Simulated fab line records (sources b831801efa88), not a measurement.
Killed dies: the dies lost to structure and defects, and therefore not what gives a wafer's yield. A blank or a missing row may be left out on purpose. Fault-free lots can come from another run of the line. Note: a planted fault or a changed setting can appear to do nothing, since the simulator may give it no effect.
2 desks looking at one fault | flow sky130 | each desk has only its own numbers; what lay behind them comes last

TOOL OWNER'S DESK, lpcvd-02
The tool's own readings at SKY_POLY_GATE_CVD_03 (deposits Si3N4 from DCS/NH3, target thk 75 nm, time 1290 s): means of the sampled wafers that have a number, for each lot that ran on this tool. If a lot's mean is further than 4 standard deviations from the usual mean, the lot is out of limits and carries the mark OUT (the distance appears in the brackets).
Columns: A = zonePowerLowerPct at SKY_POLY_GATE_CVD_03, usual 13.7 %; B = zonePowerTopPct at SKY_POLY_GATE_CVD_03, usual 28.8 %
lot  | first seen here | A    | B
L801 | day 16 02:51    | 14.2 | 30.0
L804 | day 17 00:31    | 14.1 | 30.1
L805 | day 17 18:08    | 14.2 | 30.1
L806 | day 18 02:42    | 14.1 | 30.1
L809 | day 18 19:56    | 12.7 | 26.5
L810 | day 19 04:12    | 14.3 | 29.9
L811 | day 19 08:15    | 12.6 | 26.2
L819 | day 21 19:27    | 14.2 | 29.8
L820 | day 22 06:39    | 14.2 | 30.2
L821 | day 22 10:47    | 14.3 | 29.9
L822 | day 22 17:48    | 14.0 | 30.0
L823 | day 22 20:57    | 13.9 | 29.9
L824 | day 23 11:09    | 12.7 | 26.1
Finding of this desk: none of the 13 lots has anything out of limits.

METROLOGY DESK
What the gauges read, lot by lot, whatever tool the lot ran on: means of the sampled wafers that have a number. If a lot's mean is further than 4 standard deviations from the usual mean, the lot is out of limits and carries the mark OUT (the distance appears in the brackets).
Columns: A = cdNm at SKY_VIA3_CD_MEAS_12, usual 199.7 nm
lot  | first seen here | A
L801 | day 40 11:59    | 199.6
L804 | day 41 10:02    | 200.3
L805 | day 42 04:55    | 199.4
L806 | day 42 09:58    | 198.2
L809 | day 43 08:14    | 200.3
L810 | day 43 10:11    | 199.7
L811 | day 43 13:17    | 197.8
L819 | day 45 09:37    | 198.6
L820 | day 45 15:16    | 200.8
L821 | day 45 17:44    | 200.1
L822 | day 45 22:16    | 200.2
L823 | day 46 07:50    | 201.7
L824 | day 46 17:21    | 196.3
Finding of this desk: none of the 13 lots has anything out of limits.

TAKEN TOGETHER
Nothing out of limits was seen by the tool owner's desk.
Metrology desk: nothing out of limits seen.

WHAT THE SIMULATOR HAD PUT IN
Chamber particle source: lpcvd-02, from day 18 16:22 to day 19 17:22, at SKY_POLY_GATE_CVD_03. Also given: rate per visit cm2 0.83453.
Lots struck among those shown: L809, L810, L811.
